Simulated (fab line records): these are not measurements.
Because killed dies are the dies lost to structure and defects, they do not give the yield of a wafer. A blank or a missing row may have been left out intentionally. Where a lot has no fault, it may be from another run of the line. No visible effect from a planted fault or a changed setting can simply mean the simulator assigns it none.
Matching of chambers	flow gf180mcu	rie-diel-02 running GF_POLY_GATE_ETCH_12: 4 sister chambers
The step etches BARC in N2/H2. 4 wafers are shown with their chamber, then 7 later ones without.

## WAFERS, EACH WITH ITS CHAMBER
wafer	chamber	bias-w (W)
L967.1	2	99.8
L967.6	1	100.1
L976.3	3	100.1
L976.5	0	100.0

## WAFERS MISSING THEIR CHAMBER
wafer	bias-w (W)
L976.6	100.2
L978.2	100.3
L978.3	100.0
L978.6	99.7
L979.3	99.9
L979.4	100.0
L979.6	99.4

## EACH ONE'S CHAMBER
wafer	from the rows above	in truth
L976.6	can't be placed: 1 or 3 or 0 or 2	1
L978.2	can't be placed: 1 or 3 or 0 or 2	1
L978.3	can't be placed: 0 or 1 or 3 or 2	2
L978.6	can't be placed: 2 or 0 or 1 or 3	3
L979.3	can't be placed: 0 or 2 or 1 or 3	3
L979.4	can't be placed: 0 or 1 or 3 or 2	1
L979.6	can't be placed: 2 or 0 or 1 or 3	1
0 of 7 placed correctly. Not placeable from these rows: 7 (in 7, the candidates include the true chamber). Placed wrongly: 0.
How it was worked out, from the rows above alone: a wafer's distance from a chamber is the root of the sum, over the readings, of the square of ((its reading less the chamber's mean) divided by the reading's scatter). The wafer belongs to the nearest chamber; if the next one is less than 2 further off, it can't be placed. For every chamber, the mean is computed from those of its wafers that are shown. The scatter: with one shown wafer a chamber, the root of the mean of the squares of how far each hidden wafer lies from its nearest shown one.
